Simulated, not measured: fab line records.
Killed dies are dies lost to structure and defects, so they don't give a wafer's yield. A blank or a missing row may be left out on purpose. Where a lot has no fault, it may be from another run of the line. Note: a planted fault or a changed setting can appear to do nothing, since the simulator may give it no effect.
The tool behind it: which one?	flow gf180mcu	Sampling: 11 lots, 33 wafers, 2 of 602 route steps

## WHAT EACH GAUGE READ, for each wafer
GF_V3_RS_MEAS_24: the measuring method here is four-point-probe.
lot	measured	on	V3_W_RS (ohm/sq)
L252	day 22 09:18	film-metro-01	0.326 0.329 0.326
L253	day 22 18:41	film-metro-01	0.327 0.327 0.329
L254	day 23 01:50	film-metro-04	0.319 0.325 0.328
L255	day 23 16:55	film-metro-04	0.332 0.327 0.330
L257	day 24 08:42	film-metro-02	0.333 0.322 0.330
L260	day 25 09:17	film-metro-04	0.459 0.456 0.436
L262	day 26 07:40	film-metro-01	0.423 0.442 0.423
L270	day 28 19:11	film-metro-04	0.330 0.334 0.333
L271	day 29 06:26	film-metro-01	0.327 0.333 0.327
L273	day 29 07:52	film-metro-04	0.321 0.321 0.331
L274	day 29 20:28	film-metro-04	0.329 0.325 0.335

## EACH LOT AND THE TOOL THAT RAN IT (in order: tool; ch and the chambers of the sampled wafers; start)
lot	GF_V3_CVD_23
L252	cvd-w-01 ch 0,1, day 22 09:11
L253	cvd-w-01 ch 0,1, day 22 18:35
L254	cvd-w-02 ch 0,1, day 23 01:43
L255	cvd-w-01 ch 0,1, day 23 16:47
L257	cvd-w-02 ch 0,1, day 24 08:35
L260	cvd-w-02 ch 0,1, day 25 09:10
L262	cvd-w-02 ch 0,1, day 26 07:33
L270	cvd-w-01 ch 0,1, day 28 19:04
L271	cvd-w-01 ch 0,1, day 29 06:19
L273	cvd-w-02 ch 0,1, day 29 07:43
L274	cvd-w-02 ch 0,1, day 29 20:22
- GF_V3_CVD_23: deposits W, target thk 350 nm, time 104.9 s.

## THE ANSWER, worked out from the rows above alone
Rule: the usual values come from the lots themselves. The widest of any qualifying gaps counts: lots, ordered by their means at a reading, are off when they make up no more than a third of the lots, leave a main group of 4 or more, and stand apart from it by 3 or more times the standard deviation of that group's means. If all means in a main group match to the digits the tables above print for the reading, that group is not used. Also off: a lot with no number at a reading for which 4 or more lots have one. All remaining lots with rows at the step are treated as sound.
Off: L260, L262, at GF_V3_RS_MEAS_24 (V3_W_RS). The main group: mean 0.328 ohm/sq, standard deviation 0.0025.
If a tool, at a process step before that reading, ran all the lots that are off and no sound lot after the first of them, it fits. Those tools and the gauges at GF_V3_RS_MEAS_24 are tried in the same way. Of those tried, none fits.

## WHAT HAD BEEN PUT IN BY THE SIMULATOR
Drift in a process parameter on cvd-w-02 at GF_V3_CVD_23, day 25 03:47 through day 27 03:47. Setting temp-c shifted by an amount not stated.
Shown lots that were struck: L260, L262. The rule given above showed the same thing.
